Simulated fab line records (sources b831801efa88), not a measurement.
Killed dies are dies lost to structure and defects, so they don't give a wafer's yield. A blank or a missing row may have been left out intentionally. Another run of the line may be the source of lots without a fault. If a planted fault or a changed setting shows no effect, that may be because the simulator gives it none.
2 desks looking at one fault | flow sky130 | only its own numbers are on each desk; what lay behind them is given at the end

## FROM THE METROLOGY DESK
What the gauges read, lot by lot, whatever tool the lot ran on: means of the sampled wafers that have a number. Marked OUT: a lot whose mean sits more than 4 standard deviations from the usual mean, which makes it out of limits; the brackets give that distance.
Columns: A = SONOS_ONO_CVD_04_THK at SKY_SONOS_ONO_THK_MEAS_05, usual 5.72 nm; B = cd nm at SKY_POLY_GATE_CD_MEAS_13, usual 149.8 nm
lot  | first seen here | A    | B
L539 | day 11 20:58    | 5.71 | 149.7
L540 | day 12 01:00    | 5.73 | 150.0
L541 | day 12 09:05    | 5.76 | 149.4
L544 | day 13 09:14    | 5.78 | 150.2
L545 | day 13 23:17    | 5.75 | 150.4
L547 | day 14 15:49    | 5.75 | 139.0 (-9.0) OUT
L548 | day 15 06:55    | 5.70 | 150.5
L549 | day 15 06:55    | 5.61 | 140.9 (-7.4) OUT
L551 | day 15 20:22    | 5.91 | 141.8 (-6.6) OUT
L552 | day 15 21:56    | 5.79 | 150.3
L556 | day 17 10:08    | 5.78 | 150.6
L557 | day 17 14:59    | 5.54 | 149.3
L558 | day 18 00:34    | 5.50 | 150.6
Finding of this desk: L547, L549, L551 out of limits; the first was L547 at day 19 21:28, on cd nm at SKY_POLY_GATE_CD_MEAS_13. In limits: L539, L540, L541, L544, L545, L548, L552, L556, L557, L558.

## AT THE TOOL OWNER'S DESK: krf scanner-02
The tool's own readings at SKY_POLY_GATE_EXPOSE_10 (exposes mask P1M, target cd 150 nm): means of the sampled wafers that have a number, for each lot that ran on this tool. Marked OUT: a lot whose mean sits more than 4 standard deviations from the usual mean, which makes it out of limits; the brackets give that distance.
Columns: A = exposure dose mJ cm2 at SKY_POLY_GATE_EXPOSE_10, usual 28.000
lot  | first seen here | A
L540 | day 16 06:29    | 27.998
L545 | day 18 12:29    | 27.994
L547 | day 19 06:28    | 29.863 (+69) OUT
L549 | day 19 22:44    | 29.478 (+55) OUT
L551 | day 20 13:14    | 29.474 (+55) OUT
Finding of this desk: L547, L549, L551 out of limits; the first was L547 at day 19 06:28, on exposure dose mJ cm2 at SKY_POLY_GATE_EXPOSE_10. In limits: L540, L545.

## PUT TOGETHER
The tool owner's desk could have raised an alarm at day 19 06:28, on L547, L549, L551.
L547, L549, L551 would have let the metrology desk raise an alarm at day 19 21:28.
The lots listed all ran SKY_POLY_GATE_EXPOSE_10 on krf scanner-02.

## WHAT THE SIMULATOR HAD INSERTED
Process parameters drifting: krf scanner-02 at SKY_POLY_GATE_EXPOSE_10, beginning at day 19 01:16. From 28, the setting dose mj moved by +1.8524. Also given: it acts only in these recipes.
Shown lots that were struck: L547, L549, L551.
Hours from the fault's start to each desk's first reading out of limits: the tool owner's desk, 5; the metrology desk, 20.
